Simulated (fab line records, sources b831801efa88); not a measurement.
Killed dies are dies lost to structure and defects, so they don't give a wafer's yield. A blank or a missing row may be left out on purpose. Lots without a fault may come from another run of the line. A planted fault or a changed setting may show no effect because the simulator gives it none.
A struck lot beside a sound one | flow sky130 | 17 steps out of a route of 708
Sound: wafers L267.4, L267.5, L267.6. Struck: wafer L272.1. (L272.2 of the same lot was not struck and is left out.) The cause comes at the end.
At each step with rows: each side's tool, then ch and its chambers, then its first start. Under that, the readings that differ: sound wafers | struck wafers | difference of the means | sigmas: that difference in standard deviations of wafers without a fault.
alike: readings whose means differ by less than 2 such deviations, and words and numbers that are the same on both sides. not compared: withheld readings, readings that some wafer has no value for, bounds like >300 that may hide the same value, and numbers for which the record gives no deviation and whose values overlap.
The two part at a step that has a row with sigmas, a row that says differs or no value, or rows on one side only. Numbers that don't overlap but have no deviation are shown without sigmas and don't part them. A reading that every wafer of one side lacks parts them only if that side has two wafers or more.

first, 2 steps without rows for these wafers: SKY_LOCAL_INTERCONNECT_PEB_09; SKY_LOCAL_INTERCONNECT_DEVELOP_10 (develop time 60 s).
SKY_LOCAL_INTERCONNECT_CD_MEAS_11: target cd 170 nm.
  sound on cd_sem-02, day 33 18:20; struck on cd_sem-02, day 35 11:43
  alike: cd_nm
SKY_LOCAL_INTERCONNECT_OVL_MEAS_12:
  sound on overlay-01, day 33 18:25; struck on overlay-01, day 35 11:50
  alike: LOCAL_INTERCONNECT_OVL
SKY_LOCAL_INTERCONNECT_ETCH_13: etches BARC in N2/H2, stops on SiO2, time 45.9 s, target depth 60 nm.
  sound on rie_metal-01 ch 0,1, day 33 18:27; struck on rie_metal-03 ch 0, day 35 11:53
  reading                     | sound       | struck | difference                   | sigmas
  drypump_motor_current_A (A) | 6.4 6.4 5.8 | 5.2    | -1.0                         | -2
  rf_hours_counter_h (h)      | - - -       | 17     | no value on the sound wafers |
  alike: oes_product_au, rf_fwd_power_W, throttle_valve_pct
SKY_LOCAL_INTERCONNECT_METAL_ETCH_14: etches TiN in Cl2/BCl3, stops on PSG, target depth 110 nm, time 31.4 s.
  sound on rie_metal-01 ch 0,1, day 33 18:31; struck on rie_metal-03 ch 0, day 35 11:56
  reading                     | sound       | struck | difference                   | sigmas
  drypump_motor_current_A (A) | 6.4 6.4 5.8 | 5.2    | -1.0                         | -2
  rf_hours_counter_h (h)      | - - -       | 17     | no value on the sound wafers |
  alike: oes_product_au, rf_fwd_power_W, throttle_valve_pct
SKY_LOCAL_INTERCONNECT_STRIP_15: strips in O2/N2.
  sound on plasma_asher-02 ch 0,1, day 33 18:35; struck on plasma_asher-02 ch 1, day 35 11:59
  reading                | sound | struck | difference                   | sigmas
  rf_hours_counter_h (h) | - - - | 8      | no value on the sound wafers |
  alike: drypump_motor_current_A, oes_product_au, strip_time_to_endpoint_s
then, 3 steps without rows for these wafers: SKY_LOCAL_INTERCONNECT_STRIP_16 (strips in post etch residue remover, time 1200 s); SKY_LOCAL_INTERCONNECT_CLEAN_17 (cleans in IPA, time 180 s); SKY_LOCAL_INTERCONNECT_CLEAN_18 (cleans in O3/DIW).
SKY_CONTACT_CVD_00: deposits Si3N4, target thk 75 nm.
  sound on pecvd-02 ch 0,1,2, day 33 19:11; struck on pecvd-03 ch 2, day 35 12:37
  alike: heater_power_w, rf_fwd_power_W
SKY_CONTACT_THK_MEAS_01:
  sound on film_metro-02, day 33 19:14; struck on film_metro-02, day 35 12:39
  alike: CONTACT_CVD_00_THK
SKY_CONTACT_HDPCVD_02: deposits SiO2, target thk 565 nm, time 94.2 s.
  sound on hdpcvd-01 ch 0,1,2, day 33 19:18; struck on hdpcvd-01 ch 2, day 35 12:43
  reading                                     | sound             | struck | difference | sigmas
  model.SiO2_of_CONTACT_HDPCVD_02.thk_nm (nm) | 568.3 570.6 573.6 | 346.6  | -224.2     |
SKY_CONTACT_THK_MEAS_03:
  sound on film_metro-04, day 33 19:22; struck on film_metro-01, day 35 12:47
  reading                 | sound       | struck | difference | sigmas
  CONTACT_HDPCVD_THK (nm) | 568 570 574 | 346    | -225       | -25
SKY_CONTACT_CMP_04: polishes SiO2.
  sound on cmp-02 ch 0,1,3, day 33 19:54; struck on cmp-02 ch 0, day 35 12:50
  reading                | sound    | struck | difference | sigmas
  time_to_endpoint_s (s) | 81 89 88 | 2      | -84        | -20
  alike: motor_current_A, platen_rpm
SKY_CONTACT_BOW_MEAS_05:
  sound on film_metro-04, day 33 20:10; struck on film_metro-02, day 35 13:08
  alike: CONTACT_BOW
-- the record jumps here: 14 days lie between the struck wafers' starts before and after (it left off in module CONTACT and takes up again in module PAD_OPEN, whose first step shown is number 708 of the route) --
SKY_PAD_OPEN_PROBE_99:
  sound on prober-02, day 48 08:26; struck on prober-01, day 49 11:02
  reading                               | sound               | struck | difference | sigmas
  model.etest.met1_comb.leak_log10_a_um | -12.05 -11.85 -12.2 | -7.34  | +4.69      |

WHERE THEY PART
First at SKY_LOCAL_INTERCONNECT_ETCH_13; last, within this record, at SKY_CONTACT_CMP_04. Later steps at which nothing parts them and some readings are alike: SKY_CONTACT_BOW_MEAS_05.

WHY: what the simulator had put in
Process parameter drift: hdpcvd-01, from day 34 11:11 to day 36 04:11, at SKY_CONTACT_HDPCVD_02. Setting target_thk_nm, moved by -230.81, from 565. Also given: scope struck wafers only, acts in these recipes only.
